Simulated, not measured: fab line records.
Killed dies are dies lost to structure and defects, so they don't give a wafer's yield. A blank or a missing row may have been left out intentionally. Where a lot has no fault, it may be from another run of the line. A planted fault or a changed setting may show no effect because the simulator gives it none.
The tool behind it: which one? / flow gf180mcu / Sampling: 12 lots, 36 wafers, 7 of 602 route steps

== WHAT EACH GAUGE READ, for each wafer ==
GF_POLY_GATE_THK_MEAS_01.
lot=L516; measured=day 8 12:38; on=film_metro-01; POLY_GATE_CVD_00_THK (nm)=199.4 200.1 198.6
lot=L518; measured=day 9 09:33; on=film_metro-01; POLY_GATE_CVD_00_THK (nm)=202.1 200.6 203.0
lot=L520; measured=day 9 13:37; on=film_metro-04; POLY_GATE_CVD_00_THK (nm)=197.4 199.2 197.8
lot=L523; measured=day 10 12:41; on=film_metro-04; POLY_GATE_CVD_00_THK (nm)=197.7 200.8 199.8
lot=L524; measured=day 10 18:36; on=film_metro-04; POLY_GATE_CVD_00_THK (nm)=197.6 198.7 199.0
lot=L526; measured=day 11 12:10; on=film_metro-01; POLY_GATE_CVD_00_THK (nm)=200.2 201.1 201.1
lot=L532; measured=day 13 03:04; on=film_metro-04; POLY_GATE_CVD_00_THK (nm)=200.0 200.3 200.7
lot=L533; measured=day 13 08:36; on=film_metro-03; POLY_GATE_CVD_00_THK (nm)=200.8 200.2 200.2
lot=L534; measured=day 13 15:07; on=film_metro-03; POLY_GATE_CVD_00_THK (nm)=199.8 199.1 197.8
lot=L537; measured=day 14 11:43; on=film_metro-03; POLY_GATE_CVD_00_THK (nm)=200.7 198.7 199.5
lot=L538; measured=day 14 21:35; on=film_metro-01; POLY_GATE_CVD_00_THK (nm)=198.7 200.6 199.7
lot=L539; measured=day 15 00:31; on=film_metro-03; POLY_GATE_CVD_00_THK (nm)=196.7 196.7 198.1

GF_HV_LDD_OVL_MEAS_08.
lot=L516; measured=day 10 00:49; on=overlay-02; HV_LDD_OVL (nm)=-1.6 -2.4 -1.7
lot=L518; measured=day 11 00:38; on=overlay-02; HV_LDD_OVL (nm)=-0.6 -0.5 -1.2
lot=L520; measured=day 11 03:13; on=overlay-01; HV_LDD_OVL (nm)=-2.7 -3.4 -3.0
lot=L523; measured=day 12 04:03; on=overlay-02; HV_LDD_OVL (nm)=-0.7 -1.6 -1.2
lot=L524; measured=day 12 09:29; on=overlay-02; HV_LDD_OVL (nm)=-1.5 0.9 -0.2
lot=L526; measured=day 13 05:08; on=overlay-02; HV_LDD_OVL (nm)=0.1 0.7 0.5
lot=L532; measured=day 14 22:59; on=overlay-01; HV_LDD_OVL (nm)=1.3 1.4 2.3
lot=L533; measured=day 15 04:13; on=overlay-01; HV_LDD_OVL (nm)=-0.5 0.7 -1.4
lot=L534; measured=day 15 10:26; on=overlay-01; HV_LDD_OVL (nm)=-0.5 0.8 -0.1
lot=L537; measured=day 16 12:32; on=overlay-02; HV_LDD_OVL (nm)=0.2 0.4 -2.4
lot=L538; measured=day 16 20:13; on=overlay-02; HV_LDD_OVL (nm)=-2.3 -2.6 -4.2
lot=L539; measured=day 16 22:57; on=overlay-02; HV_LDD_OVL (nm)=-1.9 0.6 -1.7

GF_HV_LDD_CD_MEAS_19 targets a cd of 400 nm.
lot=L516; measured=day 10 19:31; on=cd_sem-01; cd_nm (nm)=399.1 398.1 402.4
lot=L518; measured=day 11 19:01; on=cd_sem-01; cd_nm (nm)=399.6 396.4 398.4
lot=L520; measured=day 11 22:18; on=cd_sem-02; cd_nm (nm)=402.9 398.9 399.4
lot=L523; measured=day 12 23:35; on=cd_sem-02; cd_nm (nm)=401.8 399.9 400.9
lot=L524; measured=day 13 05:06; on=cd_sem-02; cd_nm (nm)=402.7 398.9 402.9
lot=L526; measured=day 14 01:11; on=cd_sem-01; cd_nm (nm)=396.8 395.4 398.2
lot=L532; measured=day 15 21:11; on=cd_sem-01; cd_nm (nm)=404.4 404.9 -
lot=L533; measured=day 16 02:08; on=cd_sem-02; cd_nm (nm)=400.2 - -
lot=L534; measured=day 16 08:34; on=cd_sem-02; cd_nm (nm)=403.2 403.2 403.7
lot=L537; measured=day 17 11:20; on=cd_sem-02; cd_nm (nm)=397.9 401.2 398.1
lot=L538; measured=day 17 19:48; on=cd_sem-02; cd_nm (nm)=400.7 401.9 404.3
lot=L539; measured=day 17 22:14; on=cd_sem-01; cd_nm (nm)=403.1 401.9 402.2

GF_HV_LDD_OVL_MEAS_20.
lot=L516; measured=day 10 19:36; on=overlay-01; HV_LDD_01_OVL (nm)=-0.3 -0.2 -1.6
lot=L518; measured=day 11 19:07; on=overlay-01; HV_LDD_01_OVL (nm)=2.0 1.7 1.6
lot=L520; measured=day 11 22:24; on=overlay-01; HV_LDD_01_OVL (nm)=1.3 1.5 1.7
lot=L523; measured=day 12 23:42; on=overlay-02; HV_LDD_01_OVL (nm)=1.3 0.6 0.0
lot=L524; measured=day 13 05:12; on=overlay-02; HV_LDD_01_OVL (nm)=0.8 0.7 0.2
lot=L526; measured=day 14 01:17; on=overlay-02; HV_LDD_01_OVL (nm)=2.8 3.3 3.7
lot=L532; measured=day 15 21:18; on=overlay-01; HV_LDD_01_OVL (nm)=0.5 1.8 -
lot=L533; measured=day 16 02:15; on=overlay-01; HV_LDD_01_OVL (nm)=3.1 - -
lot=L534; measured=day 16 08:40; on=overlay-01; HV_LDD_01_OVL (nm)=3.9 3.3 3.6
lot=L537; measured=day 17 11:26; on=overlay-02; HV_LDD_01_OVL (nm)=-0.5 0.7 -1.4
lot=L538; measured=day 17 19:53; on=overlay-02; HV_LDD_01_OVL (nm)=4.2 2.4 1.4
lot=L539; measured=day 17 22:22; on=overlay-01; HV_LDD_01_OVL (nm)=1.3 3.0 2.5

GF_HV_LDD_TW_MEAS_23.
lot=L516; measured=day 10 19:54; on=film_metro-04; HV_LDD_2_TW=1052 1053 1054
lot=L518; measured=day 11 19:25; on=film_metro-02; HV_LDD_2_TW=1051 1049 1047
lot=L520; measured=day 11 22:41; on=film_metro-03; HV_LDD_2_TW=1049 1042 1040
lot=L523; measured=day 12 23:59; on=film_metro-04; HV_LDD_2_TW=1050 1044 1045
lot=L524; measured=day 13 05:29; on=film_metro-03; HV_LDD_2_TW=1041 1042 1044
lot=L526; measured=day 14 01:34; on=film_metro-03; HV_LDD_2_TW=1050 1052 1050
lot=L532; measured=day 15 21:36; on=film_metro-03; HV_LDD_2_TW=1045 1049 30
lot=L533; measured=day 16 02:32; on=film_metro-03; HV_LDD_2_TW=1049 30 30
lot=L534; measured=day 16 08:58; on=film_metro-04; HV_LDD_2_TW=1049 1050 1056
lot=L537; measured=day 17 11:44; on=film_metro-02; HV_LDD_2_TW=1054 1058 1056
lot=L538; measured=day 17 20:11; on=film_metro-02; HV_LDD_2_TW=1058 1060 1060
lot=L539; measured=day 17 22:39; on=film_metro-03; HV_LDD_2_TW=1041 1033 1034

== TOOL THAT RAN EACH LOT (tool first, then ch and the chambers of the sampled wafers, then the start) ==
lot=L516; GF_DUAL_GATE_STRIP_13=plasma_asher-01 ch 0,1, day 8 09:36; GF_HV_LDD_DEVELOP_18=litho_track-01 ch 0, day 10 19:23
lot=L518; GF_DUAL_GATE_STRIP_13=plasma_asher-02 ch 0,1, day 9 05:16; GF_HV_LDD_DEVELOP_18=litho_track-02 ch 0, day 11 18:53
lot=L520; GF_DUAL_GATE_STRIP_13=plasma_asher-04 ch 0,1, day 9 10:10; GF_HV_LDD_DEVELOP_18=litho_track-02 ch 0, day 11 22:09
lot=L523; GF_DUAL_GATE_STRIP_13=plasma_asher-01 ch 0,1, day 10 09:38; GF_HV_LDD_DEVELOP_18=litho_track-02 ch 0, day 12 23:26
lot=L524; GF_DUAL_GATE_STRIP_13=plasma_asher-04 ch 1, day 10 14:17; GF_HV_LDD_DEVELOP_18=litho_track-02 ch 0, day 13 04:57
lot=L526; GF_DUAL_GATE_STRIP_13=plasma_asher-04 ch 1, day 11 09:04; GF_HV_LDD_DEVELOP_18=litho_track-01 ch 0, day 14 01:02
lot=L532; GF_DUAL_GATE_STRIP_13=plasma_asher-04 ch 0,1, day 13 00:02; GF_HV_LDD_DEVELOP_18=litho_track-02 ch 0, day 15 21:02
lot=L533; GF_DUAL_GATE_STRIP_13=plasma_asher-02 ch 0,1, day 13 05:34; GF_HV_LDD_DEVELOP_18=litho_track-02 ch 0, day 16 01:59
lot=L534; GF_DUAL_GATE_STRIP_13=plasma_asher-04 ch 0,1, day 13 10:47; GF_HV_LDD_DEVELOP_18=litho_track-04 ch 0, day 16 08:25
lot=L537; GF_DUAL_GATE_STRIP_13=plasma_asher-02 ch 0,1, day 14 08:04; GF_HV_LDD_DEVELOP_18=litho_track-01 ch 0, day 17 10:59
lot=L538; GF_DUAL_GATE_STRIP_13=plasma_asher-02 ch 0,1, day 14 18:13; GF_HV_LDD_DEVELOP_18=litho_track-01 ch 0, day 17 19:40
lot=L539; GF_DUAL_GATE_STRIP_13=plasma_asher-01 ch 0,1, day 14 20:44; GF_HV_LDD_DEVELOP_18=litho_track-04 ch 0, day 17 22:05
- GF_DUAL_GATE_STRIP_13: strips in O2/N2.
- GF_HV_LDD_DEVELOP_18: develop time 60 s.

== AS READ BY THE TOOLS THEMSELVES (means over the sampled wafers that have a number; for cases with no such wafer, the mark the record gives instead) ==
GF_DUAL_GATE_STRIP_13.
lot=L516; tool=plasma_asher-01; drypump_motor_current_A (A)=6.0; heater_power_w (W)=351; oes_product_au (a.u.)=0.719; strip_time_to_endpoint_s (s)=12.60
lot=L518; tool=plasma_asher-02; drypump_motor_current_A (A)=6.0; heater_power_w (W)=335; oes_product_au (a.u.)=0.718; strip_time_to_endpoint_s (s)=12.59
lot=L520; tool=plasma_asher-04; drypump_motor_current_A (A)=5.4; heater_power_w (W)=335; oes_product_au (a.u.)=0.716; strip_time_to_endpoint_s (s)=12.64
lot=L523; tool=plasma_asher-01; drypump_motor_current_A (A)=6.0; heater_power_w (W)=347; oes_product_au (a.u.)=0.708; strip_time_to_endpoint_s (s)=12.68
lot=L524; tool=plasma_asher-04; drypump_motor_current_A (A)=5.5; heater_power_w (W)=323; oes_product_au (a.u.)=0.712; strip_time_to_endpoint_s (s)=12.66
lot=L526; tool=plasma_asher-04; drypump_motor_current_A (A)=5.5; heater_power_w (W)=323; oes_product_au (a.u.)=0.712; strip_time_to_endpoint_s (s)=12.66
lot=L532; tool=plasma_asher-04; drypump_motor_current_A (A)=5.5; heater_power_w (W)=336; oes_product_au (a.u.)=0.713; strip_time_to_endpoint_s (s)=12.61
lot=L533; tool=plasma_asher-02; drypump_motor_current_A (A)=6.0; heater_power_w (W)=337; oes_product_au (a.u.)=0.719; strip_time_to_endpoint_s (s)=12.60
lot=L534; tool=plasma_asher-04; drypump_motor_current_A (A)=5.4; heater_power_w (W)=345; oes_product_au (a.u.)=0.711; strip_time_to_endpoint_s (s)=12.67
lot=L537; tool=plasma_asher-02; drypump_motor_current_A (A)=6.0; heater_power_w (W)=334; oes_product_au (a.u.)=0.717; strip_time_to_endpoint_s (s)=12.60
lot=L538; tool=plasma_asher-02; drypump_motor_current_A (A)=6.0; heater_power_w (W)=339; oes_product_au (a.u.)=0.713; strip_time_to_endpoint_s (s)=12.64
lot=L539; tool=plasma_asher-01; drypump_motor_current_A (A)=6.0; heater_power_w (W)=350; oes_product_au (a.u.)=0.718; strip_time_to_endpoint_s (s)=12.62

== THE ANSWER, worked out from the rows above alone ==
Rule: what is usual is taken from the lots themselves. The widest of any qualifying gaps counts: lots, ordered by their means at a reading, are off when they make up no more than a third of the lots, leave a main group of 4 or more, and stand apart from it by 3 or more times the standard deviation of that group's means. Not used: any main group whose means are identical at the precision the tables above print for the reading. Also off: a lot with no number at a reading for which 4 or more lots have one. The other lots that the step has rows for count as sound. The gauges are gone through in route order, then the tools' own readings, and for those a lot's mean is taken as printed above. At the first step where some lot is off, the reading lying furthest off is the one used; lots without a number count as furthest.
Off: L532, L533, at GF_HV_LDD_TW_MEAS_23 (HV_LDD_2_TW). The main group: mean 1049, standard deviation 6.6.
If a tool, at a process step before that reading, ran all the lots that are off and no sound lot after the first of them, it fits. The gauges at GF_HV_LDD_TW_MEAS_23 are tried like those tools. One fits: GF_HV_LDD_DEVELOP_18 on litho_track-02. A fault onset in the window from L524 (day 13 04:57, its last sound lot) to L532 (day 15 21:02, its first lot off) fits.

== WHAT THE SIMULATOR PUT IN ==
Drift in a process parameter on litho_track-02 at GF_HV_LDD_DEVELOP_18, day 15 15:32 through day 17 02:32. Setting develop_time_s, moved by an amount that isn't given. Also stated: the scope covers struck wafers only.
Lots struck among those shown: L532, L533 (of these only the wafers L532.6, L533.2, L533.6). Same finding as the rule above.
